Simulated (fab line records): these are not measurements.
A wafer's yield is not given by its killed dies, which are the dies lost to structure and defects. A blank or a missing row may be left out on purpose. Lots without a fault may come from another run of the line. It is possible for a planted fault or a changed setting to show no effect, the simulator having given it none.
fab line records + flow gf180mcu
[record]
- lots = 10
- wafers = 30
- last_day = 34
route steps=602 shown V2@397 V3@451 V4@492
lots with no fault: from the same line, run without faults
start_h: hours from the record's first day to the start of the lot's first wafer shown + wait_h: hours since the lot's step before + " the same as in the row above + L1.1+2: one row covering several wafers at once + - no value, or no start was given + * or withheld: withheld + < > ~ a bound
route shown NAME@n: names a module that has steps shown in the file, with the first one's number in the route + usual: average and standard deviation across the fault-free wafers + same: alike in all rows + chamber/n: place in a boat + sites: readings site by site + _std_site: standard deviation across them + _edge_site: inner sites' mean taken away from outer sites' mean + radius_mm: for every site, how far away it sits from the centre of the wafer + mask NAME#n: copy n + behind: the tool/chamber that last shaped the wafer + hold: what put the lot on hold/how long, in hours/how the hold closed + device: which transistor (n, p or np) failed to switch + end of line: at the end of the route, the tests of the same wafers + a step without rows: its recipe alone + killed: at the first sort, the dies lost to defects and structure; wafer yield is something else + map: a wafer's dies, marking killed ones x, the rest . and places with no die _
set.NAME: the run value of the setting; set.NAME@STEP: its run value at that earlier step + model.NAME: the simulator's own value behind a step, which no gauge read
a sample of lots followed through the steps of the route, with each step as a table and each wafer as a row
services: when a tool's chamber went out of use (start_h, in hours from the record's first day, below 0 if earlier), for how many hours, and the reason
[[steps]]
[step GF_V2_OVL_MEAS_15]
[usual]
- V2_OVL = 0/6.8
| lot.wafer | tool       | chamber | start_h | wait_h | V2_OVL[nm] |
|-----------|------------|---------|---------|--------|------------|
| L410.2    | overlay-01 | -       | 462.08  | 0.1    | 3          |
| L410.5    | "          | -       | "       | "      | -2         |
| L410.6    | "          | -       | "       | "      | 2          |
| L411.1    | overlay-01 | -       | 466.77  | 0.1    | 7          |
| L411.2    | "          | -       | "       | "      | 5          |
| L411.6    | "          | -       | "       | "      | 8          |
| L413.1    | overlay-02 | -       | 484.02  | 0.1    | 4          |
| L413.5    | "          | -       | "       | "      | 8          |
| L413.6    | "          | -       | "       | "      | 6          |
| L417.1    | overlay-01 | -       | 527.02  | 0.1    | -16        |
| L417.3    | "          | -       | "       | "      | -12        |
| L417.6    | "          | -       | "       | "      | 8          |
| L418.1    | overlay-02 | -       | 537.87  | 0.1    | 8          |
| L418.2    | "          | -       | "       | "      | 8          |
| L418.6    | "          | -       | "       | "      | 8          |
| L426.3    | overlay-01 | -       | 597.24  | 0.1    | -7         |
| L426.4    | "          | -       | "       | "      | 8          |
| L426.5    | "          | -       | "       | "      | -2         |
| L428.1    | overlay-01 | -       | 608.33  | 0.1    | 1          |
| L428.5    | "          | -       | "       | "      | -2         |
| L428.6    | "          | -       | "       | "      | 6          |
| L429.2    | overlay-01 | -       | 611.73  | 0.1    | -3         |
| L429.4    | "          | -       | "       | "      | 4          |
| L429.6    | "          | -       | "       | "      | -1         |
| L430.2    | overlay-02 | -       | 619.28  | 0.1    | -6         |
| L430.3    | "          | -       | "       | "      | 7          |
| L430.4    | "          | -       | "       | "      | -13        |
| L433.2    | overlay-02 | -       | 650.33  | 0.1    | 3          |
| L433.4    | "          | -       | "       | "      | 2          |
| L433.5    | "          | -       | "       | "      | 6          |
[step GF_V3_SPUTTER_22]
[recipe]
- material = TiN
- target_thk_nm = 10
- chamber_pressure_pa = 5
- power_w = 4000
- time_s = 40
[usual]
- throttle_valve_pct = 29.8/0.82
| lot.wafer | tool           | chamber | start_h | wait_h | throttle_valve_pct |
|-----------|----------------|---------|---------|--------|--------------------|
| L410.2    | pvd_sputter-03 | -       | 514.13  | 0.0    | 30.2               |
| L410.5    | "              | -       | "       | "      | 29.0               |
| L410.6    | "              | -       | "       | "      | 29.8               |
| L411.1    | pvd_sputter-02 | -       | 519.12  | 0.0    | 29.3               |
| L411.2    | "              | -       | "       | "      | 30.1               |
| L411.6    | "              | -       | "       | "      | 31.6               |
| L413.1    | pvd_sputter-03 | -       | 534.74  | 0.0    | 29.6               |
| L413.5    | "              | -       | "       | "      | 29.1               |
| L413.6    | "              | -       | "       | "      | 30.2               |
| L417.1    | pvd_sputter-03 | -       | 576.59  | 0.0    | 29.7               |
| L417.3    | "              | -       | "       | "      | 30.3               |
| L417.6    | "              | -       | "       | "      | 30.2               |
| L418.1    | pvd_sputter-03 | -       | 586.31  | 0.0    | 30.1               |
| L418.2    | "              | -       | "       | "      | 30.2               |
| L418.6    | "              | -       | "       | "      | 30.3               |
| L426.3    | pvd_sputter-03 | -       | 642.08  | 0.0    | 29.3               |
| L426.4    | "              | -       | "       | "      | 29.7               |
| L426.5    | "              | -       | "       | "      | 29.8               |
| L428.1    | pvd_sputter-04 | -       | 653.09  | 0.0    | 30.6               |
| L428.5    | "              | -       | "       | "      | 28.4               |
| L428.6    | "              | -       | "       | "      | 30.7               |
| L429.2    | pvd_sputter-04 | -       | 655.72  | 0.0    | 28.4               |
| L429.4    | "              | -       | "       | "      | 30.9               |
| L429.6    | "              | -       | "       | "      | 29.7               |
| L430.2    | pvd_sputter-03 | -       | 662.51  | 0.0    | 30.2               |
| L430.3    | "              | -       | "       | "      | 30.3               |
| L430.4    | "              | -       | "       | "      | 28.8               |
| L433.2    | pvd_sputter-02 | -       | 691.86  | 0.0    | 31.2               |
| L433.4    | "              | -       | "       | "      | 29.3               |
| L433.5    | "              | -       | "       | "      | 28.5               |
[step GF_V3_CVD_23]
[recipe]
- material = W
- target_thk_nm = 350
- time_s = 104.9
- temp_c = 400
- pressure_torr = 40
[usual]
- chamber_pressure_Torr = 40.00/0.1
- heater_power_w = 845/35
| lot.wafer | tool     | chamber | start_h | wait_h | chamber_pressure_Torr | heater_power_w |
|-----------|----------|---------|---------|--------|-----------------------|----------------|
| L410.2    | cvd_w-02 | 1       | 514.17  | 0.0    | 40.00                 | 827            |
| L410.5    | "        | 0       | "       | "      | 39.91                 | 803            |
| L410.6    | "        | 1       | "       | "      | 40.17                 | 824            |
| L411.1    | cvd_w-02 | 0       | 519.16  | 0.0    | 39.85                 | 825            |
| L411.2    | "        | 1       | "       | "      | 39.98                 | 837            |
| L411.6    | "        | 1       | "       | "      | 39.95                 | 851            |
| L413.1    | cvd_w-02 | 1       | 534.78  | 0.0    | 39.93                 | 830            |
| L413.5    | "        | 1       | "       | "      | 40.00                 | 867            |
| L413.6    | "        | 1       | "       | "      | 39.94                 | 844            |
| L417.1    | cvd_w-02 | 1       | 576.63  | 0.0    | 40.13                 | 835            |
| L417.3    | "        | 1       | "       | "      | 40.15                 | 861            |
| L417.6    | "        | 0       | "       | "      | 39.88                 | 828            |
| L418.1    | cvd_w-02 | 1       | 586.35  | 0.0    | 40.00                 | 858            |
| L418.2    | "        | 0       | "       | "      | 40.00                 | 842            |
| L418.6    | "        | 0       | "       | "      | 39.95                 | 863            |
| L426.3    | cvd_w-02 | 0       | 642.16  | 0.1    | 40.01                 | 817            |
| L426.4    | "        | 1       | "       | "      | 40.10                 | 842            |
| L426.5    | "        | 0       | "       | "      | 40.09                 | 827            |
| L428.1    | cvd_w-02 | 1       | 653.13  | 0.0    | 40.16                 | 864            |
| L428.5    | "        | 0       | "       | "      | 39.97                 | 845            |
| L428.6    | "        | 1       | "       | "      | 40.16                 | 863            |
| L429.2    | cvd_w-02 | 0       | 655.76  | 0.0    | 40.06                 | 838            |
| L429.4    | "        | 1       | "       | "      | 39.89                 | 862            |
| L429.6    | "        | 1       | "       | "      | 40.09                 | 865            |
| L430.2    | cvd_w-02 | 1       | 662.55  | 0.0    | 40.17                 | 851            |
| L430.3    | "        | 0       | "       | "      | 40.07                 | 829            |
| L430.4    | "        | 1       | "       | "      | 40.02                 | 881            |
| L433.2    | cvd_w-02 | 0       | 691.90  | 0.0    | 40.00                 | 854            |
| L433.4    | "        | 1       | "       | "      | 39.91                 | 862            |
| L433.5    | "        | 0       | "       | "      | 40.05                 | 833            |
[step GF_V3_RS_MEAS_24]
[recipe]
- thk_meas_gauge = four-point-probe
- reads = W_of_V3_CVD_23+TiN_of_V3_SPUTTER_22+Ti_of_V3_SPUTTER_21
[usual]
- V3_W_RS = 0.326/0.0049
| lot.wafer | tool          | chamber | start_h | wait_h | V3_W_RS[ohm/sq] |
|-----------|---------------|---------|---------|--------|-----------------|
| L410.2    | film_metro-02 | -       | 514.30  | 0.1    | 0.326           |
| L410.5    | "             | -       | "       | "      | 0.334           |
| L410.6    | "             | -       | "       | "      | 0.326           |
| L411.1    | film_metro-01 | -       | 519.27  | 0.1    | 0.329           |
| L411.2    | "             | -       | "       | "      | 0.324           |
| L411.6    | "             | -       | "       | "      | 0.327           |
| L413.1    | film_metro-01 | -       | 535.00  | 0.2    | 0.328           |
| L413.5    | "             | -       | "       | "      | 0.334           |
| L413.6    | "             | -       | "       | "      | 0.329           |
| L417.1    | film_metro-02 | -       | 576.74  | 0.1    | 0.328           |
| L417.3    | "             | -       | "       | "      | 0.325           |
| L417.6    | "             | -       | "       | "      | 0.386           |
| L418.1    | film_metro-01 | -       | 586.46  | 0.1    | 0.330           |
| L418.2    | "             | -       | "       | "      | 0.392           |
| L418.6    | "             | -       | "       | "      | 0.391           |
| L426.3    | film_metro-02 | -       | 642.27  | 0.1    | 0.331           |
| L426.4    | "             | -       | "       | "      | 0.327           |
| L426.5    | "             | -       | "       | "      | 0.329           |
| L428.1    | film_metro-02 | -       | 653.24  | 0.1    | 0.324           |
| L428.5    | "             | -       | "       | "      | 0.329           |
| L428.6    | "             | -       | "       | "      | 0.327           |
| L429.2    | film_metro-02 | -       | 655.89  | 0.1    | 0.326           |
| L429.4    | "             | -       | "       | "      | 0.324           |
| L429.6    | "             | -       | "       | "      | 0.326           |
| L430.2    | film_metro-04 | -       | 662.68  | 0.1    | 0.326           |
| L430.3    | "             | -       | "       | "      | 0.327           |
| L430.4    | "             | -       | "       | "      | 0.327           |
| L433.2    | film_metro-02 | -       | 692.03  | 0.1    | 0.329           |
| L433.4    | "             | -       | "       | "      | 0.333           |
| L433.5    | "             | -       | "       | "      | 0.334           |
[step GF_V3_THK_MEAS_25]
[recipe]
- thk_meas_gauge = xrf
- reads = W_of_V3_CVD_23
[usual]
- V3_W_THK = 358/8.3
| lot.wafer | tool          | chamber | start_h | wait_h | V3_W_THK[nm] |
|-----------|---------------|---------|---------|--------|--------------|
| L410.2    | film_metro-02 | -       | 514.41  | 0.1    | 363          |
| L410.5    | "             | -       | "       | "      | 356          |
| L410.6    | "             | -       | "       | "      | 362          |
| L411.1    | film_metro-01 | -       | 519.39  | 0.1    | 353          |
| L411.2    | "             | -       | "       | "      | 357          |
| L411.6    | "             | -       | "       | "      | 356          |
| L413.1    | film_metro-01 | -       | 535.12  | 0.1    | 349          |
| L413.5    | "             | -       | "       | "      | 342          |
| L413.6    | "             | -       | "       | "      | 349          |
| L417.1    | film_metro-02 | -       | 576.86  | 0.1    | 359          |
| L417.3    | "             | -       | "       | "      | 363          |
| L417.6    | "             | -       | "       | "      | 306          |
| L418.1    | film_metro-01 | -       | 586.58  | 0.1    | 347          |
| L418.2    | "             | -       | "       | "      | 294          |
| L418.6    | "             | -       | "       | "      | 295          |
| L426.3    | film_metro-02 | -       | 642.37  | 0.1    | 359          |
| L426.4    | "             | -       | "       | "      | 363          |
| L426.5    | "             | -       | "       | "      | 360          |
| L428.1    | film_metro-02 | -       | 653.36  | 0.1    | 365          |
| L428.5    | "             | -       | "       | "      | 358          |
| L428.6    | "             | -       | "       | "      | 360          |
| L429.2    | film_metro-02 | -       | 656.00  | 0.1    | 361          |
| L429.4    | "             | -       | "       | "      | 363          |
| L429.6    | "             | -       | "       | "      | 360          |
| L430.2    | film_metro-04 | -       | 662.79  | 0.1    | 356          |
| L430.3    | "             | -       | "       | "      | 354          |
| L430.4    | "             | -       | "       | "      | 355          |
| L433.2    | film_metro-02 | -       | 692.14  | 0.1    | 358          |
| L433.4    | "             | -       | "       | "      | 352          |
| L433.5    | "             | -       | "       | "      | 352          |
[step GF_V3_CMP_26]
[recipe]
- stop_on = SiO2
- down_force_psi = 3.5
- platen_rpm = 60
- t_overpolish_s = 15
- target_thk_nm = 0
- pad_velocity_m_s = 0.94248
[usual]
- head_pressure_psi = 3.501/0.008
- motor_current_A = 11.0/1
- platen_rpm = 60.00/0.04
- time_to_endpoint_s = 86/3.5
| lot.wafer | tool   | chamber | start_h | wait_h | head_pressure_psi | motor_current_A | platen_rpm | time_to_endpoint_s |
|-----------|--------|---------|---------|--------|-------------------|-----------------|------------|--------------------|
| L410.2    | cmp-01 | 3       | 514.56  | 0.1    | 3.511             | 10.6            | 59.93      | 89                 |
| L410.6    | "      | 1       | "       | "      | 3.506             | 11.1            | 59.99      | 89                 |
| L410.5    | "      | 2       | "       | "      | 3.512             | 13.1            | 60.01      | 86                 |
| L411.1    | cmp-02 | 0       | 519.50  | 0.1    | 3.491             | 11.1            | 59.98      | 88                 |
| L411.2    | "      | 2       | "       | "      | 3.512             | 9.2             | 60.02      | 84                 |
| L411.6    | "      | 0       | "       | "      | 3.489             | 10.9            | 60.03      | 87                 |
| L413.1    | cmp-02 | 3       | 535.33  | 0.2    | 3.493             | 12.0            | 60.01      | 89                 |
| L413.6    | "      | 0       | "       | "      | 3.511             | 10.7            | 60.01      | 92                 |
| L413.5    | "      | 1       | "       | "      | 3.496             | 11.0            | 59.94      | 84                 |
| L417.1    | cmp-01 | 0       | 576.92  | 0.1    | 3.500             | 12.1            | 59.90      | 93                 |
| L417.3    | "      | 3       | "       | "      | 3.509             | 9.9             | 59.98      | 92                 |
| L417.6    | "      | 1       | "       | "      | 3.500             | 10.7            | 60.02      | 78                 |
| L418.2    | cmp-02 | 1       | 586.95  | 0.4    | 3.492             | 11.2            | 60.04      | 75                 |
| L418.1    | "      | 2       | "       | "      | 3.504             | 9.3             | 60.02      | 86                 |
| L418.6    | "      | 0       | "       | "      | 3.512             | 11.1            | 59.97      | 77                 |
| L426.3    | cmp-01 | 1       | 642.51  | 0.1    | 3.503             | 10.8            | 60.00      | 85                 |
| L426.4    | "      | 2       | "       | "      | 3.490             | 13.1            | 60.04      | 85                 |
| L426.5    | "      | 0       | "       | "      | 3.505             | 12.3            | 60.02      | 88                 |
| L428.1    | cmp-02 | 1       | 653.47  | 0.1    | 3.487             | 10.3            | 59.98      | 86                 |
| L428.6    | "      | 0       | "       | "      | 3.508             | 11.0            | 60.01      | 89                 |
| L428.5    | "      | 1       | "       | "      | 3.503             | 10.8            | 59.98      | 85                 |
| L429.4    | cmp-02 | 2       | 656.05  | 0.0    | 3.503             | 9.3             | 59.94      | 85                 |
| L429.2    | "      | 0       | "       | "      | 3.501             | 10.5            | 60.01      | 87                 |
| L429.6    | "      | 3       | "       | "      | 3.512             | 11.7            | 59.98      | 89                 |
| L430.3    | cmp-02 | 1       | 662.84  | 0.0    | 3.498             | 11.0            | 60.02      | 80                 |
| L430.4    | "      | 3       | "       | "      | 3.510             | 11.5            | 60.01      | 82                 |
| L430.2    | "      | 0       | "       | "      | 3.502             | 10.7            | 60.03      | 84                 |
| L433.4    | cmp-01 | 3       | 692.29  | 0.1    | 3.486             | 10.3            | 60.04      | 87                 |
| L433.2    | "      | 0       | "       | "      | 3.493             | 12.3            | 59.96      | 84                 |
| L433.5    | "      | 1       | "       | "      | 3.494             | 11.2            | 59.90      | 83                 |
[step GF_V4_ETCH_16]
[recipe]
- chemistry = N2/H2
- target_depth_a = withheld
- overetch_a = withheld
- time_s = withheld
- target = BARC
- ion_energy_ev = 200
- source_w = 500
- bias_w = 100
- pressure_mtorr = 30
- n2_flow_sccm = 100
- h2_flow_sccm = 200
[usual]
- drypump_motor_current_A = 5.7/0.52
- n2_flow_sccm = 100.04/0.27
- oes_product_au = 0.855/0.0046
- throttle_valve_pct = 13.225/0.0098
| lot.wafer | tool        | chamber | start_h | wait_h | drypump_motor_current_A | n2_flow_sccm | oes_product_au | throttle_valve_pct |
|-----------|-------------|---------|---------|--------|-------------------------|--------------|----------------|--------------------|
| L410.2    | rie_diel-01 | 0       | 561.91  | 0.0    | 6.3                     | 100.05       | 0.857          | 13.244             |
| L410.5    | "           | 2       | "       | "      | 5.4                     | 100.13       | 0.851          | 13.238             |
| L410.6    | "           | 1       | "       | "      | 5.3                     | 99.76        | 0.848          | 13.217             |
| L411.1    | rie_diel-03 | 2       | 567.06  | 0.0    | 6.2                     | 100.42       | 0.856          | 13.225             |
| L411.2    | "           | 3       | "       | "      | 6.4                     | 100.05       | 0.853          | 13.238             |
| L411.6    | "           | 1       | "       | "      | 4.8                     | 99.98        | 0.854          | 13.227             |
| L413.1    | rie_diel-01 | 2       | 582.56  | 0.0    | 5.4                     | 99.84        | 0.848          | 13.216             |
| L413.5    | "           | 3       | "       | "      | 5.9                     | 99.99        | 0.856          | 13.230             |
| L413.6    | "           | 0       | "       | "      | 6.4                     | 99.90        | 0.864          | 13.213             |
| L417.1    | rie_diel-01 | 1       | 620.61  | 0.0    | 5.3                     | 100.20       | 0.858          | 13.215             |
| L417.3    | "           | 2       | "       | "      | 5.4                     | 99.76        | 0.858          | 13.210             |
| L417.6    | "           | 3       | "       | "      | 5.9                     | 99.45        | 0.850          | 13.226             |
| L418.1    | rie_diel-01 | 2       | 629.76  | 0.0    | 5.4                     | 100.05       | 0.850          | 13.233             |
| L418.2    | "           | 1       | "       | "      | 5.3                     | 99.52        | 0.860          | 13.235             |
| L418.6    | "           | 1       | "       | "      | 5.3                     | 99.83        | 0.851          | 13.231             |
| L426.3    | rie_diel-01 | 2       | 683.76  | 0.0    | 5.4                     | 99.73        | 0.859          | 13.220             |
| L426.4    | "           | 2       | "       | "      | 5.4                     | 100.27       | 0.864          | 13.219             |
| L426.5    | "           | 0       | "       | "      | 6.3                     | 99.66        | 0.851          | 13.238             |
| L428.1    | rie_diel-03 | 0       | 694.16  | 0.0    | 5.3                     | 100.38       | 0.857          | 13.207             |
| L428.5    | "           | 3       | "       | "      | 6.4                     | 100.06       | 0.851          | 13.228             |
| L428.6    | "           | 0       | "       | "      | 5.4                     | 100.20       | 0.853          | 13.216             |
| L429.2    | rie_diel-01 | 1       | 695.86  | 0.0    | 5.3                     | 100.02       | 0.863          | 13.222             |
| L429.4    | "           | 2       | "       | "      | 5.4                     | 100.42       | 0.854          | 13.231             |
| L429.6    | "           | 0       | "       | "      | 6.4                     | 99.79        | 0.857          | 13.233             |
| L430.2    | rie_diel-01 | 2       | 702.98  | 0.0    | 5.4                     | 100.41       | 0.850          | 13.209             |
| L430.3    | "           | 1       | "       | "      | 5.3                     | 100.24       | 0.847          | 13.236             |
| L430.4    | "           | 0       | "       | "      | 6.4                     | 100.07       | 0.858          | 13.224             |
| L433.2    | rie_diel-01 | 0       | 730.31  | 0.0    | 6.4                     | 99.92        | 0.860          | 13.228             |
| L433.4    | "           | 1       | "       | "      | 5.3                     | 99.90        | 0.851          | 13.244             |
| L433.5    | "           | 3       | "       | "      | 5.9                     | 99.72        | 0.852          | 13.233             |
[[services]]
| tool           | chamber | start_h | hours | kind                   |
|----------------|---------|---------|-------|------------------------|
| rie_diel-03    | 2       | 498.58  | 1.9   | repair                 |
| pvd_sputter-04 | -       | 499.24  | 3.4   | repair                 |
| rie_diel-03    | 3       | 512.70  | 4.4   | repair                 |
| rie_diel-01    | 0       | 524.85  | 9.9   | repair                 |
| cvd_w-02       | 0       | 532.39  | 4.3   | repair                 |
| cmp-01         | -       | 534.60  | 1.0   | repair                 |
| pvd_sputter-03 | -       | 535.26  | 0.9   | repair                 |
| cmp-01         | -       | 572.21  | 4.0   | pm                     |
| rie_diel-03    | 3       | 610.14  | 6.7   | repair                 |
| rie_diel-03    | 2       | 611.53  | 1.4   | repair                 |
| pvd_sputter-04 | -       | 641.95  | 9.4   | repair                 |
| pvd_sputter-02 | -       | 662.25  | 0.7   | repair                 |
| cvd_w-02       | 1       | 665.51  | 5.1   | repair                 |
| rie_diel-03    | 2       | 668.59  | 2.5   | repair                 |
| pvd_sputter-04 | -       | 676.15  | 3.5   | repair                 |
| cmp-01         | -       | 678.34  | 7.1   | pm                     |
| rie_diel-01    | 3       | 680.76  | -     | clean                  |
| rie_diel-01    | 3       | 680.76  | 18.5  | scheduled_down         |
| rie_diel-01    | 3       | 680.76  | 18.5  | vent_cycle             |
| cmp-02         | -       | 692.12  | 4.8   | pm                     |
| cmp-01         | -       | 702.58  | 1.5   | repair                 |
| cvd_w-02       | -       | 713.60  | 6.0   | pm                     |
| pvd_sputter-03 | 0       | 725.99  | -     | consumable_replace:kit |
| pvd_sputter-03 | 0       | 725.99  | 18.0  | scheduled_down         |
[[key]]
[first_sign]
- step = GF_V3_RS_MEAS_24
- reading = V3_W_RS
- direction = up
- sigmas = 13
- usual = 0.326
- struck = 0.390
[effect]
- step = GF_V3_THK_MEAS_25
- reading = V3_W_THK
- direction = down
- sigmas = 7.2
- usual = 358
- struck = 298
[effect]
- step = GF_V3_CMP_26
- reading = time_to_endpoint_s
- direction = down
- sigmas = 2.9
- usual = *
- struck = *
met_at GF_V3_CVD_23
struck_lots L417,L418
struck_wafers L417.6,L418.2,L418.6
not_acting_at GF_V2_OVL_MEAS_15,GF_V3_SPUTTER_22,GF_V4_ETCH_16
onset_between 519.16 576.63
[fault]
- kind = process_parameter_drift
- tool = cvd_w-02
- chamber = 0
- onset_h = 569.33
- steps = GF_V3_CVD_23
- channel = target_thk_nm
- offset = -54.011
- shape = step
- end_h = 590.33
- acts_in = these_recipes_only
- stated = 350
